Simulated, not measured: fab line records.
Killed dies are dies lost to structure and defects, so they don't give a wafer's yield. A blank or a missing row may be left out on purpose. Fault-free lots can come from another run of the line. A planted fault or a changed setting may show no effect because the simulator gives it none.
Struck lot and sound lot, side by side :: flow sfq-line :: 42 out of 325 route steps
Sound: wafers L272.1, L272.3, L272.4. Struck: wafer L283.2. (L283.5, L283.6 of the same lot were not struck and are left out.) The cause comes at the end.
At each step with rows: each side's tool, then ch and its chambers, then its first start. Under that, the readings that differ: sound wafers :: struck wafers :: difference of the means :: sigmas: that difference in standard deviations of wafers without a fault.
alike: readings with means less than 2 such deviations apart, plus words and numbers identical on both sides. not compared: withheld readings, readings lacking a value on some wafer, bounds such as >300 that could conceal the same value, and numbers that have no deviation in the record and whose values overlap.
Wherever a step has rows on one side only, a row that says differs or no value, or a row with sigmas, the two part there. Numbers that have no deviation but don't overlap get no sigmas and don't part them. A reading that every wafer of one side lacks parts them only if that side has two wafers or more.

first, 6 steps without rows for these wafers: SFQ_TRILAYER_I0_VIA_LITHO_COAT_036 (resist thk 62 nm); SFQ_TRILAYER_I0_VIA_LITHO_COAT_031 (resist thk 650 nm); SFQ_TRILAYER_I0_VIA_LITHO_SOFTBAKE_035; SFQ_TRILAYER_I0_VIA_LITHO_EXPOSE_032 (exposes mask I0, target cd 500 nm); SFQ_TRILAYER_I0_VIA_LITHO_PEB_034 (peb time 60 s); SFQ_TRILAYER_I0_VIA_LITHO_DEVELOP_033 (time 60 s).
SFQ_I0_OVL_MEAS_908:
  sound on overlay-01 at day 15 21:56; struck on overlay-01 at day 21 12:50
  alike: I0_OVL
SFQ_TRILAYER_I0_VIA_BARC_OPEN_VIA_ETCH_046: etches BARC in O2, target depth 125 nm, time 41.7 s.
  sound on rie-diel-01 ch 0,1,3, day 15 21:59; struck on rie-diel-02 ch 3, day 21 12:52
reading: rf-hours-counter-h (h)
sound: 12 90 6
struck: 0
difference: -36
sigmas: 
  alike: chamber-pressure-mTorr, drypump-motor-current-A, oes-product-au
SFQ_TRILAYER_I0_VIA_ETCH_VIA_ETCH_034: etches SiO2 in CHF3, stops on Nb, target depth 260 nm.
  sound on rie-diel-01 ch 0,1,3, day 15 22:01; struck on rie-diel-02 ch 3, day 21 12:54
  alike: chamber-pressure-mTorr, drypump-motor-current-A, oes-product-au
SFQ_TRILAYER_I0_VIA_STRIP_STRIP_035: strips in O2.
  sound on rie-metal-03 ch 0,1, day 15 22:08; struck on rie-metal-03 ch 0, day 21 13:01
  alike: chamber-pressure-mTorr, drypump-motor-current-A, oes-product-au
  not compared: rf-hours-counter-h
then, 2 steps without rows for these wafers: SFQ_TRILAYER_I0_VIA_STRIP_SOLV_CLEAN_036 (cleans in NMP, time 600 s); SFQ_TRILAYER_M1_DEP_PRE_CLEAN_038 (time 22.5 s).
SFQ_TRILAYER_M1_DEP_SPUTTER_037: material Nb, target thk 200 nm, time 133.3 s.
  sound on pvd-sputter-04 at day 15 22:56; struck on pvd-sputter-03 at day 21 13:49
reading: model.Nb_of_TRILAYER_M1_DEP_SPUTTER_037.thk-nm (nm)
sound: 199.4 196.8 195.8
struck: 313.9
difference: +116.6
sigmas: 
  alike: substrate-temp-c, throttle-valve-pct
SFQ_M1_RS_MEAS_909: a four-point-probe measurement.
  sound on film-metro-01 at day 15 23:02; struck on film-metro-01 at day 21 13:56
reading: M1_NB_RS (ohm/sq)
sound: 0.893 0.906 0.909
struck: 0.566
difference: -0.337
sigmas: -42
then, 6 steps without rows for these wafers: SFQ_TRILAYER_M1_LITHO_COAT_044 (resist thk 62 nm); SFQ_TRILAYER_M1_LITHO_COAT_039 (resist thk 600 nm); SFQ_TRILAYER_M1_LITHO_SOFTBAKE_043; SFQ_TRILAYER_M1_LITHO_EXPOSE_040 (exposes mask M1, target cd 500 nm); SFQ_TRILAYER_M1_LITHO_PEB_042 (peb time 60 s); SFQ_TRILAYER_M1_LITHO_DEVELOP_041 (time 60 s).
-- the record jumps here: 5 days lie between the struck wafers' starts before and after --
SFQ_M1_OVL_MEAS_911:
  sound on overlay-02 at day 22 08:01; struck on overlay-01 at day 26 23:53
  alike: M1_OVL
then, 1 step without rows for these wafers: SFQ_TRILAYER_M1_BARC_OPEN_METAL_ETCH_054 (etches BARC in O2, target depth 125 nm, time 41.7 s).
SFQ_TRILAYER_M1_ETCH_METAL_ETCH_042: etches Nb in Cl2/Ar, stops on SiO2, target depth 240 nm, time 120 s.
  sound on rie-metal-03 ch 0,1, day 22 08:07; struck on rie-metal-04 ch 1, day 26 23:58
reading: oes-product-au (a.u.)
sound: 0.900 0.884 0.883
struck: 1.011
difference: +0.122
sigmas: +18
  alike: chamber-pressure-mTorr, drypump-motor-current-A
  not compared: rf-hours-counter-h
SFQ_TRILAYER_M1_STRIP_STRIP_043: strips in O2.
  sound on rie-metal-03 ch 0,1, day 22 08:14; struck on rie-metal-04 ch 1, day 27 00:05
  alike: chamber-pressure-mTorr, drypump-motor-current-A, oes-product-au
  not compared: rf-hours-counter-h
then, 3 steps without rows for these wafers: SFQ_TRILAYER_M1_STRIP_SOLV_CLEAN_044 (cleans in NMP, time 600 s); SFQ_TRILAYER_I1_DEP_PECVD_045 (deposits SiO2 from SiH4/N2O, time 111.11 s, target thk 500 nm); SFQ_TRILAYER_I1_CMP_CMP_046 (polishes SiO2).
SFQ_I1_BOW_MEAS_912:
  sound on film-metro-01 at day 22 13:16; struck on film-metro-01 at day 27 06:22
reading: I1_BOW (um)
sound: 2 0 -15
struck: 12
difference: +16
sigmas: +2
then, 7 steps without rows for these wafers: SFQ_TRILAYER_I1_METRO_MEASURE_047; SFQ_TRILAYER_I1_VIA_LITHO_COAT_054 (resist thk 62 nm); SFQ_TRILAYER_I1_VIA_LITHO_COAT_049 (resist thk 650 nm); SFQ_TRILAYER_I1_VIA_LITHO_SOFTBAKE_053; SFQ_TRILAYER_I1_VIA_LITHO_EXPOSE_050 (exposes mask I1, target cd 500 nm); SFQ_TRILAYER_I1_VIA_LITHO_PEB_052 (peb time 60 s); SFQ_TRILAYER_I1_VIA_LITHO_DEVELOP_051 (time 60 s).
-- the record jumps here: 6 days lie between the struck wafers' starts before and after --
SFQ_I1_OVL_MEAS_913:
  sound on overlay-02 at day 29 00:55; struck on overlay-02 at day 32 18:38
  alike: I1_OVL
then, 2 steps without rows for these wafers: SFQ_TRILAYER_I1_VIA_BARC_OPEN_VIA_ETCH_071 (etches BARC in O2, target depth 125 nm, time 41.7 s); SFQ_TRILAYER_I1_VIA_ETCH_VIA_ETCH_052 (etches SiO2 in CHF3, stops on Nb, target depth 260 nm).
SFQ_TRILAYER_I1_VIA_STRIP_STRIP_053: strips in O2.
  sound on rie-metal-01 ch 0,1, day 29 01:07; struck on rie-metal-04 ch 0, day 32 18:49
  alike: chamber-pressure-mTorr, drypump-motor-current-A, oes-product-au
  not compared: rf-hours-counter-h
then, 2 steps without rows for these wafers: SFQ_TRILAYER_I1_VIA_STRIP_SOLV_CLEAN_054 (cleans in NMP, time 600 s); SFQ_TRILAYER_M2_DEP_PRE_CLEAN_056 (time 22.5 s).
-- the record jumps here: 58 days lie between the struck wafers' starts before and after --
SFQ_M8_BOW_MEAS_951:
  sound on film-metro-02 at day 88 05:01; struck on film-metro-02 at day 90 23:29
reading: model.etest.m1.comb-log10-ohm
sound: 12 12 12
struck: 0
difference: -12
sigmas: 

reading: model.etest.m1.ohm-sq
sound: 0.893 0.9051 0.9096
struck: 0.5673
difference: -0.3353
sigmas: 
  alike: M8_BOW

WHERE THEY PART
At SFQ_M1_RS_MEAS_909 first; at SFQ_I1_BOW_MEAS_912 last (within this record only). Later steps at which nothing parts them and some readings are alike: SFQ_I1_OVL_MEAS_913, SFQ_TRILAYER_I1_VIA_STRIP_STRIP_053, SFQ_M8_BOW_MEAS_951.

WHY: what had been put in by the simulator
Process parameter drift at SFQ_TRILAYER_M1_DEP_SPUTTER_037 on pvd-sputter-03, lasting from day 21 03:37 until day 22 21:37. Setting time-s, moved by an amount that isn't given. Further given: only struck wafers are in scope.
